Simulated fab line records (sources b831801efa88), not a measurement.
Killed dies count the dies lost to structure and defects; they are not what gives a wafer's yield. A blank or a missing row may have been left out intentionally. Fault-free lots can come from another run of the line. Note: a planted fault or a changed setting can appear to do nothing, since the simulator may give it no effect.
One fault seen from 2 desks ; flow gf180mcu ; each desk holds nothing but its own numbers, with what lay behind them at the end

## FROM THE METROLOGY DESK
Lot by lot, what the gauges showed, no matter which tool ran the lot: averages of those sampled wafers that carry a number. Marked OUT: a lot whose mean sits more than 4 standard deviations from the usual mean, which makes it out of limits; the brackets give that distance.
Columns: A = MVPSD_TW at GF_MVPSD_TW_MEAS_11, usual 552; B = MVPSD_RS at GF_VT_IMPLANT_RS_MEAS_49, usual 1167.9 ohm/sq; C = SALICIDE_TIN_THK at GF_SALICIDE_THK_MEAS_05, usual 19.62 nm
lot;first seen here;A;B;C
L101;day 4 23:55;547;1166.9;19.42
L103;day 5 21:10;553;1165.3;19.56
L105;day 6 01:55;551;1167.1;19.47
L107;day 6 14:40;554;1167.6;19.60
L108;day 6 22:43;553;1172.1;19.73
L112;day 7 17:35;736 (+57) OUT;614.4 (-99 or more) OUT;20.02
L114;day 8 11:45;739 (+58) OUT;613.8 (-99 or more) OUT;20.12
L115;day 8 17:02;553;1168.0;19.12
L117;day 8 22:38;547;1167.7;19.52
L121;day 10 07:04;551;1168.2;19.63
L122;day 10 10:09;550;1166.7;19.14
Finding of this desk: L112, L114 out of limits, first seen on L112 at day 7 17:35 (MVPSD_TW at GF_MVPSD_TW_MEAS_11). L101, L103, L105, L107, L108, L115, L117, L121, L122 stayed within limits.

## THE TOOL OWNER'S DESK: implanter-03
The tool's own readings at GF_MVPSD_IMPLANT_09, given as means over the sampled wafers that have a number, one for each lot that went through this tool. Marked OUT: a lot whose mean sits more than 4 standard deviations from the usual mean, which makes it out of limits; the brackets give that distance.
Columns: A = dose_ions_cm2 at GF_MVPSD_IMPLANT_09, usual 5e+12; B = faraday_current_uA at GF_MVPSD_IMPLANT_09, usual 28.2; C = tilt_deg at GF_MVPSD_IMPLANT_09, usual 0.003 degrees
lot;first seen here;A;B;C
L103;day 5 20:54;5e+12;27.6;0.030
L105;day 6 01:40;5e+12;28.4;0.005
L112;day 7 17:20;5e+13 (+99 or more) OUT;274.6 (+99 or more) OUT;0.013
L114;day 8 11:30;5e+13 (+99 or more) OUT;273.2 (+99 or more) OUT;0.004
This desk's verdict: out of limits on L112, L114, starting with L112 at day 7 17:20 (dose_ions_cm2 at GF_MVPSD_IMPLANT_09). L103, L105 stayed within limits.

## TAKEN TOGETHER
On L112, L114, at day 7 17:20, an alarm was possible from the tool owner's desk.
The metrology desk could have raised an alarm at day 7 17:35, on L112, L114.
The lots listed all ran GF_MVPSD_IMPLANT_09 on implanter-03.

## WHAT HAD BEEN PUT IN BY THE SIMULATOR
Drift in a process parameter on implanter-03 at GF_MVPSD_IMPLANT_09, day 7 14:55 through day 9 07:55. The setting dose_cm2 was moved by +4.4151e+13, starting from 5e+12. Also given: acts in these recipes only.
Struck lots among those shown: L112, L114.
Delay (hours) between the fault's onset and each desk's first out-of-limits reading: 2 at the tool owner's desk, 3 at the metrology desk.
